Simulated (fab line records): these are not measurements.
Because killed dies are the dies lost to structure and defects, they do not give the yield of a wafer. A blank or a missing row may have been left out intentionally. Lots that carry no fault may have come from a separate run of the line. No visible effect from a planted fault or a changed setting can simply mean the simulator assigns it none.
Which tool did it? :: flow sky130 :: at 1 step of a route of 708, 12 lots with 36 wafers sampled

## WHAT EACH GAUGE READ, for each wafer
SKY_LDD_LDN_OVL_MEAS_07.
lot: L075
measured: day 23 02:44
on: overlay-02
LDD_LDN_OVL (nm): -0.1 0.7 1.1

lot: L076
measured: day 23 11:11
on: overlay-01
LDD_LDN_OVL (nm): 3.6 1.2 2.2

lot: L078
measured: day 23 23:42
on: overlay-02
LDD_LDN_OVL (nm): 1.0 2.5 2.7

lot: L081
measured: day 24 16:02
on: overlay-02
LDD_LDN_OVL (nm): -0.4 0.0 0.7

lot: L083
measured: day 25 18:44
on: overlay-02
LDD_LDN_OVL (nm): 0.6 0.8 0.1

lot: L087
measured: day 31 07:59
on: overlay-02
LDD_LDN_OVL (nm): 1.8 1.2 2.7

lot: L086
measured: day 31 08:38
on: overlay-01
LDD_LDN_OVL (nm): 0.5 0.6 1.1

lot: L088
measured: day 31 10:39
on: overlay-02
LDD_LDN_OVL (nm): 0.6 1.0 0.7

lot: L095
measured: day 31 11:44
on: overlay-02
LDD_LDN_OVL (nm): 0.1 -0.7 0.2

lot: L091
measured: day 31 13:03
on: overlay-02
LDD_LDN_OVL (nm): 2.0 3.5 1.0

lot: L096
measured: day 31 14:26
on: overlay-02
LDD_LDN_OVL (nm): 1.9 1.2 0.9

lot: L092
measured: day 31 18:03
on: overlay-01
LDD_LDN_OVL (nm): -0.5 -1.5 0.3

## EACH LOT AND THE TOOL THAT RAN IT (in order: tool; ch and the chambers of the sampled wafers; start)
Record: no process step prior to these readings.

## THE ANSWER, worked out from the rows above alone
Rule: what is usual is taken from the lots themselves. Put in order of their means at a reading, lots are off if they are a third of the lots or fewer, leave a main group of 4 or more, and stand apart from it by a gap of 3 or more times the standard deviation of the main group's means; of several such gaps the widest counts. If all means in a main group match to the digits the tables above print for the reading, that group is not used. A lot without any number at a reading at which 4 lots or more have one is off too. All remaining lots with rows at the step are treated as sound.
No lot is off on any of the readings shown, so nothing can be concluded from this.

## WHAT THE SIMULATOR HAD PUT IN
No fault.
